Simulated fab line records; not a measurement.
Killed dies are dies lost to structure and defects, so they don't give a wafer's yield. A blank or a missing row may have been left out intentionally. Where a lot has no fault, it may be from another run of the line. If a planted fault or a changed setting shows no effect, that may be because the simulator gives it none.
What tool caused it? / flow sky130 / 36 wafers from 12 lots sampled at 5 of the route's 708 steps

== WHAT THE GAUGES READ, wafer by wafer ==
SKY_VT_ADJUST_NCORE_OVL_MEAS_08.
lot=L349; measured=day 8 13:00; on=overlay-01; VT_ADJUST_NCORE_OVL (nm)=-0.8 -1.2 -0.6
lot=L351; measured=day 9 10:31; on=overlay-02; VT_ADJUST_NCORE_OVL (nm)=0.5 -1.1 -1.1
lot=L352; measured=day 9 20:05; on=overlay-01; VT_ADJUST_NCORE_OVL (nm)=-1.6 -2.1 -2.5
lot=L354; measured=day 10 02:36; on=overlay-01; VT_ADJUST_NCORE_OVL (nm)=-0.4 -0.5 -1.6
lot=L353; measured=day 10 04:47; on=overlay-01; VT_ADJUST_NCORE_OVL (nm)=-1.1 0.9 0.6
lot=L357; measured=day 10 23:41; on=overlay-01; VT_ADJUST_NCORE_OVL (nm)=-0.8 -0.8 -0.1
lot=L362; measured=day 12 11:05; on=overlay-01; VT_ADJUST_NCORE_OVL (nm)=156.9 154.0 154.4
lot=L363; measured=day 12 17:59; on=overlay-02; VT_ADJUST_NCORE_OVL (nm)=155.2 156.2 155.0
lot=L366; measured=day 13 12:48; on=overlay-02; VT_ADJUST_NCORE_OVL (nm)=-1.2 2.1 1.1
lot=L368; measured=day 14 05:34; on=overlay-01; VT_ADJUST_NCORE_OVL (nm)=-1.8 0.6 -0.9
lot=L369; measured=day 14 10:37; on=overlay-02; VT_ADJUST_NCORE_OVL (nm)=-0.4 -1.5 -0.6
lot=L372; measured=day 15 12:25; on=overlay-02; VT_ADJUST_NCORE_OVL (nm)=-2.3 -0.4 -2.7

SKY_CONTACT_THK_MEAS_03.
lot=L349; measured=day 30 05:55; on=film metro-02; CONTACT_HDPCVD_THK (nm)=571 563 563
lot=L351; measured=day 31 15:23; on=film metro-02; CONTACT_HDPCVD_THK (nm)=566 566 569
lot=L352; measured=day 32 00:47; on=film metro-03; CONTACT_HDPCVD_THK (nm)=565 560 562
lot=L354; measured=day 32 05:19; on=film metro-03; CONTACT_HDPCVD_THK (nm)=565 564 569
lot=L353; measured=day 32 12:00; on=film metro-04; CONTACT_HDPCVD_THK (nm)=553 560 562
lot=L357; measured=day 33 08:11; on=film metro-04; CONTACT_HDPCVD_THK (nm)=567 560 561
lot=L362; measured=day 34 21:13; on=film metro-03; CONTACT_HDPCVD_THK (nm)=568 569 557
lot=L363; measured=day 35 08:37; on=film metro-04; CONTACT_HDPCVD_THK (nm)=568 569 565
lot=L366; measured=day 36 02:24; on=film metro-03; CONTACT_HDPCVD_THK (nm)=570 570 568
lot=L368; measured=day 36 13:59; on=film metro-03; CONTACT_HDPCVD_THK (nm)=566 567 567
lot=L369; measured=day 36 21:47; on=film metro-04; CONTACT_HDPCVD_THK (nm)=564 560 560
lot=L372; measured=day 37 18:23; on=film metro-02; CONTACT_HDPCVD_THK (nm)=559 568 561

SKY_CONTACT_THK_MEAS_26: measures by xrf.
lot=L349; measured=day 31 11:26; on=film metro-03; CONTACT_W_THK (nm)=350 349 351
lot=L351; measured=day 32 21:07; on=film metro-04; CONTACT_W_THK (nm)=344 351 341
lot=L352; measured=day 33 06:17; on=film metro-02; CONTACT_W_THK (nm)=342 341 343
lot=L354; measured=day 33 10:32; on=film metro-03; CONTACT_W_THK (nm)=350 351 344
lot=L353; measured=day 33 17:05; on=film metro-03; CONTACT_W_THK (nm)=346 343 338
lot=L357; measured=day 34 12:10; on=film metro-03; CONTACT_W_THK (nm)=341 348 343
lot=L362; measured=day 36 01:41; on=film metro-02; CONTACT_W_THK (nm)=362 347 350
lot=L363; measured=day 36 12:27; on=film metro-03; CONTACT_W_THK (nm)=344 349 347
lot=L366; measured=day 37 06:13; on=film metro-04; CONTACT_W_THK (nm)=353 350 346
lot=L368; measured=day 37 17:14; on=film metro-03; CONTACT_W_THK (nm)=346 351 342
lot=L369; measured=day 38 01:33; on=film metro-02; CONTACT_W_THK (nm)=345 358 351
lot=L372; measured=day 38 21:27; on=film metro-03; CONTACT_W_THK (nm)=342 351 341

== WHAT TOOL EACH LOT RAN ON (gives the tool, then ch and the chambers of the sampled wafers, and finally the start) ==
lot=L349; SKY_VT_ADJUST_NCORE_EXPOSE_04=iline stepper-02 ch 0, day 8 02:38; SKY_CONTACT_CVD_00=pecvd-03 ch 1,2, day 30 05:44
lot=L351; SKY_VT_ADJUST_NCORE_EXPOSE_04=iline stepper-02 ch 0, day 8 23:58; SKY_CONTACT_CVD_00=pecvd-01 ch 0,1,2, day 31 15:13
lot=L352; SKY_VT_ADJUST_NCORE_EXPOSE_04=iline stepper-02 ch 0, day 9 08:59; SKY_CONTACT_CVD_00=pecvd-04 ch 1,2, day 32 00:37
lot=L354; SKY_VT_ADJUST_NCORE_EXPOSE_04=iline stepper-02 ch 0, day 9 15:44; SKY_CONTACT_CVD_00=pecvd-03 ch 0,1, day 32 05:08
lot=L353; SKY_VT_ADJUST_NCORE_EXPOSE_04=iline stepper-02 ch 0, day 9 17:18; SKY_CONTACT_CVD_00=pecvd-01 ch 0,2, day 32 11:50
lot=L357; SKY_VT_ADJUST_NCORE_EXPOSE_04=iline stepper-01 ch 0, day 10 12:25; SKY_CONTACT_CVD_00=pecvd-04 ch 0,1,2, day 33 07:58
lot=L362; SKY_VT_ADJUST_NCORE_EXPOSE_04=iline stepper-01 ch 0, day 11 22:50; SKY_CONTACT_CVD_00=pecvd-04 ch 0,2, day 34 21:02
lot=L363; SKY_VT_ADJUST_NCORE_EXPOSE_04=iline stepper-01 ch 0, day 12 05:57; SKY_CONTACT_CVD_00=pecvd-01 ch 0,2, day 35 08:28
lot=L366; SKY_VT_ADJUST_NCORE_EXPOSE_04=iline stepper-02 ch 0, day 13 00:21; SKY_CONTACT_CVD_00=pecvd-01 ch 1,2, day 36 02:13
lot=L368; SKY_VT_ADJUST_NCORE_EXPOSE_04=iline stepper-02 ch 0, day 13 16:26; SKY_CONTACT_CVD_00=pecvd-03 ch 0,1, day 36 13:49
lot=L369; SKY_VT_ADJUST_NCORE_EXPOSE_04=iline stepper-02 ch 0, day 13 20:52; SKY_CONTACT_CVD_00=pecvd-01 ch 1,2, day 36 21:37
lot=L372; SKY_VT_ADJUST_NCORE_EXPOSE_04=iline stepper-02 ch 0, day 14 22:56; SKY_CONTACT_CVD_00=pecvd-01 ch 0,2, day 37 18:14
- SKY_VT_ADJUST_NCORE_EXPOSE_04: exposes mask LVTN COMPLEMENT THIN, target cd 380 nm.
- SKY_CONTACT_CVD_00: deposits Si3N4, target thk 75 nm.

== WHAT THE TOOLS THEMSELVES READ (means of the sampled wafers that have a number; where no wafer has one, the mark that the record gives instead) ==
SKY_VT_ADJUST_NCORE_EXPOSE_04.
lot=L349; tool=iline stepper-02; stage vel mm s (mm/s)=499.78
lot=L351; tool=iline stepper-02; stage vel mm s (mm/s)=499.66
lot=L352; tool=iline stepper-02; stage vel mm s (mm/s)=499.92
lot=L354; tool=iline stepper-02; stage vel mm s (mm/s)=499.69
lot=L353; tool=iline stepper-02; stage vel mm s (mm/s)=500.32
lot=L357; tool=iline stepper-01; stage vel mm s (mm/s)=499.88
lot=L362; tool=iline stepper-01; stage vel mm s (mm/s)=499.94
lot=L363; tool=iline stepper-01; stage vel mm s (mm/s)=499.86
lot=L366; tool=iline stepper-02; stage vel mm s (mm/s)=499.82
lot=L368; tool=iline stepper-02; stage vel mm s (mm/s)=499.90
lot=L369; tool=iline stepper-02; stage vel mm s (mm/s)=499.87
lot=L372; tool=iline stepper-02; stage vel mm s (mm/s)=500.26

SKY_CONTACT_CVD_00.
lot=L349; tool=pecvd-03; heater power w (W)=762
lot=L351; tool=pecvd-01; heater power w (W)=722
lot=L352; tool=pecvd-04; heater power w (W)=571
lot=L354; tool=pecvd-03; heater power w (W)=647
lot=L353; tool=pecvd-01; heater power w (W)=655
lot=L357; tool=pecvd-04; heater power w (W)=610
lot=L362; tool=pecvd-04; heater power w (W)=668
lot=L363; tool=pecvd-01; heater power w (W)=687
lot=L366; tool=pecvd-01; heater power w (W)=773
lot=L368; tool=pecvd-03; heater power w (W)=581
lot=L369; tool=pecvd-01; heater power w (W)=805
lot=L372; tool=pecvd-01; heater power w (W)=685

== THE ANSWER, worked out from the rows above alone ==
Rule: what is usual is taken from the lots themselves. The widest of any qualifying gaps counts: lots, ordered by their means at a reading, are off when they make up no more than a third of the lots, leave a main group of 4 or more, and stand apart from it by 3 or more times the standard deviation of that group's means. Not used: any main group whose means are identical at the precision the tables above print for the reading. A lot without any number at a reading at which 4 lots or more have one is off too. Any other lot the step has rows for is counted as sound. The gauges are gone through in route order, then the tools' own readings, and for those a lot's mean is taken as printed above. The first step at which some lot is off is used, and at that step the reading that is off furthest; a lot without a number counts as furthest.
Off: at SKY_VT_ADJUST_NCORE_OVL_MEAS_08 (VT_ADJUST_NCORE_OVL), L362, L363. Mean -0.7 nm and standard deviation 0.76 in the main group.
If a tool, at a process step before that reading, ran all the lots that are off and no sound lot after the first of them, it fits. The gauges at SKY_VT_ADJUST_NCORE_OVL_MEAS_08 are tried like those tools. One fits: SKY_VT_ADJUST_NCORE_EXPOSE_04 on iline stepper-01. Its last sound lot is L357 (day 10 12:25), its first lot that is off L362 (day 11 22:50): a fault that began between those two fits.

== WHAT WAS PUT IN BY THE SIMULATOR ==
Scanner matching overlay: iline stepper-01, from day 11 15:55 on, at SKY_VT_ADJUST_NCORE_EXPOSE_04. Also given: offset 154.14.
Struck lots among those shown: L362, L363. The rule given above showed the same thing.
